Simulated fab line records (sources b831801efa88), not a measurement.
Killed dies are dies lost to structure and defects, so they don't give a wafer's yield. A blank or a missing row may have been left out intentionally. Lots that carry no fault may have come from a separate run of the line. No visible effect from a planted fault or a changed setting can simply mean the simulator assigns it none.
Split-lot experiment || flow sfq_line || 23 wafers read across 5 lots, on a route 325 steps long

THE SPLIT ITSELF
At SFQ_TRILAYER_I5_BARC_OPEN_VIA_ETCH_200 (etches BARC in O2, target depth 125 nm, time 41.7 s), the setting source_w was moved away from the recipe's 500 W on 7 of the 23 wafers read, by -9.3% to +7.6%. This setting was run at the recipe's value on the other wafers.

The reading is taken at the split's own step.

THE READING
KrF_of_TRILAYER_I5_LITHO_COAT_144.thk_nm (the simulator's own value, which no gauge read), in nm, at SFQ_TRILAYER_I5_BARC_OPEN_VIA_ETCH_200 (etches BARC in O2, target depth 125 nm, time 41.7 s). The file gives no usual value for it. Here, 16 wafers ran the recipe; their average is 573.0 nm with a standard deviation of 1.1 nm.

{"wafer": "L074.1", "tool, chamber at the split": "rie_diel-01, 0", "source_w as run, W": 500, "against the recipe": "recipe", "KrF_of_TRILAYER_I5_LITHO_COAT_144.thk_nm, nm": 572.5, "against lot-mates on the recipe": "-"}
{"wafer": "L074.2", "tool, chamber at the split": "rie_diel-01, 2", "source_w as run, W": 500, "against the recipe": "recipe", "KrF_of_TRILAYER_I5_LITHO_COAT_144.thk_nm, nm": 573.5, "against lot-mates on the recipe": "-"}
{"wafer": "L074.3", "tool, chamber at the split": "rie_diel-01, 3", "source_w as run, W": 500, "against the recipe": "recipe", "KrF_of_TRILAYER_I5_LITHO_COAT_144.thk_nm, nm": 574.2, "against lot-mates on the recipe": "-"}
{"wafer": "L074.4", "tool, chamber at the split": "rie_diel-01, 1", "source_w as run, W": 500, "against the recipe": "recipe", "KrF_of_TRILAYER_I5_LITHO_COAT_144.thk_nm, nm": 571.1, "against lot-mates on the recipe": "-"}
{"wafer": "L074.6", "tool, chamber at the split": "rie_diel-01, 2", "source_w as run, W": 500, "against the recipe": "recipe", "KrF_of_TRILAYER_I5_LITHO_COAT_144.thk_nm, nm": 573.7, "against lot-mates on the recipe": "-"}
{"wafer": "L075.3", "tool, chamber at the split": "rie_diel-02, 1", "source_w as run, W": 500, "against the recipe": "recipe", "KrF_of_TRILAYER_I5_LITHO_COAT_144.thk_nm, nm": 571.8, "against lot-mates on the recipe": "-"}
{"wafer": "L075.4", "tool, chamber at the split": "rie_diel-02, 3", "source_w as run, W": 500, "against the recipe": "recipe", "KrF_of_TRILAYER_I5_LITHO_COAT_144.thk_nm, nm": 573.8, "against lot-mates on the recipe": "-"}
{"wafer": "L075.5", "tool, chamber at the split": "rie_diel-02, 1", "source_w as run, W": 500, "against the recipe": "recipe", "KrF_of_TRILAYER_I5_LITHO_COAT_144.thk_nm, nm": 572.3, "against lot-mates on the recipe": "-"}
{"wafer": "L076.2", "tool, chamber at the split": "rie_diel-02, 0", "source_w as run, W": 500, "against the recipe": "recipe", "KrF_of_TRILAYER_I5_LITHO_COAT_144.thk_nm, nm": 573.7, "against lot-mates on the recipe": "-"}
{"wafer": "L076.3", "tool, chamber at the split": "rie_diel-02, 3", "source_w as run, W": 538.2, "against the recipe": "+7.6%", "KrF_of_TRILAYER_I5_LITHO_COAT_144.thk_nm, nm": 570.9, "against lot-mates on the recipe": -2.9}
{"wafer": "L076.4", "tool, chamber at the split": "rie_diel-02, 2", "source_w as run, W": 500, "against the recipe": "recipe", "KrF_of_TRILAYER_I5_LITHO_COAT_144.thk_nm, nm": 573.5, "against lot-mates on the recipe": "-"}
{"wafer": "L076.5", "tool, chamber at the split": "rie_diel-02, 2", "source_w as run, W": 500, "against the recipe": "recipe", "KrF_of_TRILAYER_I5_LITHO_COAT_144.thk_nm, nm": 574.1, "against lot-mates on the recipe": "-"}
{"wafer": "L076.6", "tool, chamber at the split": "rie_diel-02, 3", "source_w as run, W": 538.2, "against the recipe": "+7.6%", "KrF_of_TRILAYER_I5_LITHO_COAT_144.thk_nm, nm": 569.9, "against lot-mates on the recipe": -3.9}
{"wafer": "L077.1", "tool, chamber at the split": "rie_diel-03, 2", "source_w as run, W": 500, "against the recipe": "recipe", "KrF_of_TRILAYER_I5_LITHO_COAT_144.thk_nm, nm": 574.2, "against lot-mates on the recipe": "-"}
{"wafer": "L077.3", "tool, chamber at the split": "rie_diel-03, 0", "source_w as run, W": 500, "against the recipe": "recipe", "KrF_of_TRILAYER_I5_LITHO_COAT_144.thk_nm, nm": 573.6, "against lot-mates on the recipe": "-"}
{"wafer": "L077.4", "tool, chamber at the split": "rie_diel-03, 3", "source_w as run, W": 500, "against the recipe": "recipe", "KrF_of_TRILAYER_I5_LITHO_COAT_144.thk_nm, nm": 573.2, "against lot-mates on the recipe": "-"}
{"wafer": "L077.5", "tool, chamber at the split": "rie_diel-03, 3", "source_w as run, W": 536.9, "against the recipe": "+7.4%", "KrF_of_TRILAYER_I5_LITHO_COAT_144.thk_nm, nm": 570, "against lot-mates on the recipe": -3.7}
{"wafer": "L077.6", "tool, chamber at the split": "rie_diel-03, 2", "source_w as run, W": 536.9, "against the recipe": "+7.4%", "KrF_of_TRILAYER_I5_LITHO_COAT_144.thk_nm, nm": 571.5, "against lot-mates on the recipe": -2.2}
{"wafer": "L083.2", "tool, chamber at the split": "rie_diel-01, 2", "source_w as run, W": 500, "against the recipe": "recipe", "KrF_of_TRILAYER_I5_LITHO_COAT_144.thk_nm, nm": 571.6, "against lot-mates on the recipe": "-"}
{"wafer": "L083.3", "tool, chamber at the split": "rie_diel-01, 0", "source_w as run, W": 500, "against the recipe": "recipe", "KrF_of_TRILAYER_I5_LITHO_COAT_144.thk_nm, nm": 571.1, "against lot-mates on the recipe": "-"}
{"wafer": "L083.4", "tool, chamber at the split": "rie_diel-01, 1", "source_w as run, W": 453.7, "against the recipe": "-9.3%", "KrF_of_TRILAYER_I5_LITHO_COAT_144.thk_nm, nm": 576.1, "against lot-mates on the recipe": "+4.8"}
{"wafer": "L083.5", "tool, chamber at the split": "rie_diel-01, 1", "source_w as run, W": 453.7, "against the recipe": "-9.3%", "KrF_of_TRILAYER_I5_LITHO_COAT_144.thk_nm, nm": 575.1, "against lot-mates on the recipe": "+3.8"}
{"wafer": "L083.6", "tool, chamber at the split": "rie_diel-01, 2", "source_w as run, W": 453.7, "against the recipe": "-9.3%", "KrF_of_TRILAYER_I5_LITHO_COAT_144.thk_nm, nm": 574.9, "against lot-mates on the recipe": "+3.5"}

THE FIT
A straight line over all 23 wafers: KrF_of_TRILAYER_I5_LITHO_COAT_144.thk_nm changes by -0.287 nm for each +1% of source_w; r = -0.81; the points scatter about the line by 1 nm.
The same after taking each lot's own level away (the mean of its wafers on the recipe; 23 wafers): -0.427 nm for each +1%; r = -0.94; scatter 0.74 nm.
That fit puts the effect of the largest move of source_w on the reading at 4 nm.
Across the lots, their own levels run from 571.35 to 573.77 nm, a range of 2.3 times the standard deviation given above.
Hence the slope depends on the lot-to-lot level, as the two fits are not the same.
Check: with one of the wafers moved furthest among these (-9.3%) left out of the fit, the line predicts +3.75 nm for it against its lot-mates. Against them it came out at +4.75 nm.

THE FILE'S OWN FIT
KrF_of_TRILAYER_I5_LITHO_COAT_144.thk_nm changes by -0.426 nm for each +1% of source_w, r = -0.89.
